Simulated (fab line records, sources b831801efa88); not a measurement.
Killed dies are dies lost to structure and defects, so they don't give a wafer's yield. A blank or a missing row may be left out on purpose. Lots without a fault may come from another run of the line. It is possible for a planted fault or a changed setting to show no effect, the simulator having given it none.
Which of the tools did it? -- flow gf180mcu -- Sampling: 14 lots, 42 wafers, 4 of 602 route steps

## WHAT THE GAUGES READ, wafer by wafer
GF_STI_THK_MEAS_22. Usual: STI_OXIDATION_01_THK gives 15.08 nm (standard deviation 0.28).
lot,measured,on,STI_OXIDATION_01_THK (nm),flag
L348,day 2 05:14,film_metro-01,14.84 15.09 15.00,
L349,day 2 08:43,film_metro-01,14.79 14.51 14.73,
L350,day 2 18:25,film_metro-01,14.99 14.86 14.93,
L351,day 2 20:36,film_metro-03,14.87 15.01 14.82,
L355,day 3 15:02,film_metro-03,15.43 15.64 15.50,
L356,day 3 20:54,film_metro-04,15.33 15.02 15.15,
L357,day 4 02:49,film_metro-04,15.26 15.21 15.29,
L359,day 4 11:49,film_metro-04,14.53 14.78 14.52,
L360,day 4 18:15,film_metro-01,15.02 14.93 15.24,
L361,day 4 21:51,film_metro-01,14.94 14.80 15.00,
L362,day 5 04:21,film_metro-04,14.77 15.56 15.05,
L368,day 6 10:32,film_metro-03,15.17 15.02 15.47,
L369,day 6 16:01,film_metro-04,15.21 15.30 15.16,
L371,day 7 01:58,film_metro-04,15.33 15.40 15.28,

GF_VT_IMPLANT_RS_MEAS_48: measurement is done with a four-point probe. Usual: LVPWELL_RS gives 1197 ohm/sq (standard deviation 3.1).
lot,measured,on,LVPWELL_RS (ohm/sq),flag
L348,day 7 15:29,film_metro-01,1198 1203 1197,
L349,day 7 20:56,film_metro-04,1198 1196 1198,
L350,day 8 08:15,film_metro-01,1193 1194 1194,
L351,day 8 13:20,film_metro-04,1199 1194 1197,
L355,day 9 10:31,film_metro-04,1201 1202 1204,
L356,day 9 21:44,film_metro-01,1191 1194 1192,
L357,day 10 02:34,film_metro-02,1199 1200 1200,
L359,day 10 16:29,film_metro-02,1201 1201 1201,
L360,day 11 00:49,film_metro-02,1231 1229 1229,OFF
L361,day 11 06:17,film_metro-04,1232 1232 1236,OFF
L362,day 11 14:32,film_metro-04,1236 1233 1235,OFF
L368,day 13 06:02,film_metro-02,1194 1196 1197,
L369,day 13 13:05,film_metro-02,1200 1195 1197,
L371,day 14 01:27,film_metro-01,1200 1193 1199,

GF_POLY_GATE_OVL_MEAS_11. Usual: POLY_GATE_OVL gives -3 nm (standard deviation 4.3).
lot,measured,on,POLY_GATE_OVL (nm),flag
L348,day 9 06:47,overlay-02,0 3 -5,
L349,day 9 12:08,overlay-02,2 1 2,
L350,day 9 22:10,overlay-02,1 0 -4,
L351,day 10 04:22,overlay-02,-2 -5 -9,
L355,day 11 03:55,overlay-01,0 5 -1,
L356,day 11 15:20,overlay-01,0 -6 -7,
L357,day 11 19:22,overlay-02,-11 -3 -6,
L359,day 12 11:07,overlay-01,-3 0 6,
L360,day 12 22:32,overlay-01,-4 -5 2,
L361,day 13 02:31,overlay-01,4 3 -3,
L362,day 13 11:31,overlay-01,0 -1 -2,
L368,day 15 05:14,overlay-01,-4 -2 -2,
L369,day 15 15:32,overlay-01,-3 -8 -7,
L371,day 16 05:13,overlay-02,0 -3 -5,

## TOOL THAT RAN EACH LOT (tool first, then ch and the chambers of the sampled wafers, then the start)
lot,GF_LVPWELL_IMPLANT_08
L348,"implanter-02 ch 0, day 3 22:50"
L349,"implanter-02 ch 0, day 4 02:02"
L350,"implanter-01 ch 0, day 4 13:02"
L351,"implanter-01 ch 0, day 4 15:17"
L355,"implanter-02 ch 0, day 5 10:20"
L356,"implanter-01 ch 0, day 5 19:25"
L357,"implanter-01 ch 0, day 5 23:17"
L359,"implanter-03 ch 0, day 6 11:17"
L360,"implanter-01 ch 0, day 6 17:29"
L361,"implanter-01 ch 0, day 6 22:11"
L362,"implanter-01 ch 0, day 7 05:20"
L368,"implanter-02 ch 0, day 8 13:07"
L369,"implanter-03 ch 0, day 8 20:26"
L371,"implanter-02 ch 0, day 9 06:32"
- GF_LVPWELL_IMPLANT_08

## AS READ BY THE TOOLS THEMSELVES (means over the sampled wafers that have a number; for cases with no such wafer, the mark the record gives instead)
GF_LVPWELL_IMPLANT_08. Usual: beam_energy_keV at 170.00, with a standard deviation of 0.053.
lot,tool,beam_energy_keV,flag
L348,implanter-02,169.98,
L349,implanter-02,170.00,
L350,implanter-01,170.03,
L351,implanter-01,170.01,
L355,implanter-02,170.01,
L356,implanter-01,170.02,
L357,implanter-01,169.92,
L359,implanter-03,170.03,
L360,implanter-01,146.12,OFF
L361,implanter-01,146.06,OFF
L362,implanter-01,146.10,OFF
L368,implanter-02,169.97,
L369,implanter-03,170.06,
L371,implanter-02,169.95,

## THE ANSWER, worked out from the rows above alone
Rule: lot off if the mean of its wafers having a number is beyond 3 standard deviations from the usual mean. Also off: a lot with no number at a reading for which 4 or more lots have one. All remaining lots with rows at the step are treated as sound. The gauges are gone through in route order, then the tools' own readings, and for those a lot's mean is taken as printed above. The first step at which some lot is off is used, and at that step the reading that is off furthest; a lot without a number counts as furthest.
Off: L360, L361, L362, seen at GF_VT_IMPLANT_RS_MEAS_48 (LVPWELL_RS).
A tool fits if, at a process step before that reading, it ran every lot that is off, and no sound lot after the first of them. The gauges at GF_VT_IMPLANT_RS_MEAS_48 aren't tried: what is off there is off at GF_LVPWELL_IMPLANT_08 too, on other tools, and a gauge's error can't cause that. One fits: implanter-01 at GF_LVPWELL_IMPLANT_08. A fault onset in the window from L357 (day 5 23:17, its last sound lot) to L360 (day 6 17:29, its first lot off) fits.
On the lots that are off, the tool's own readings at GF_LVPWELL_IMPLANT_08 differ by more than 5 times the standard deviation of the sound lots' means, which bears it out; beam_energy_keV reads 146.09 there versus 170.00 on the sound lots.

## WHAT THE SIMULATOR HAD INSERTED
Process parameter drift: implanter-01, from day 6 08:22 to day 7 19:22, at GF_LVPWELL_IMPLANT_08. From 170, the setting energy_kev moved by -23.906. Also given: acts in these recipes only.
Lots struck among those shown: L360, L361, L362. The same result came from the rule above.
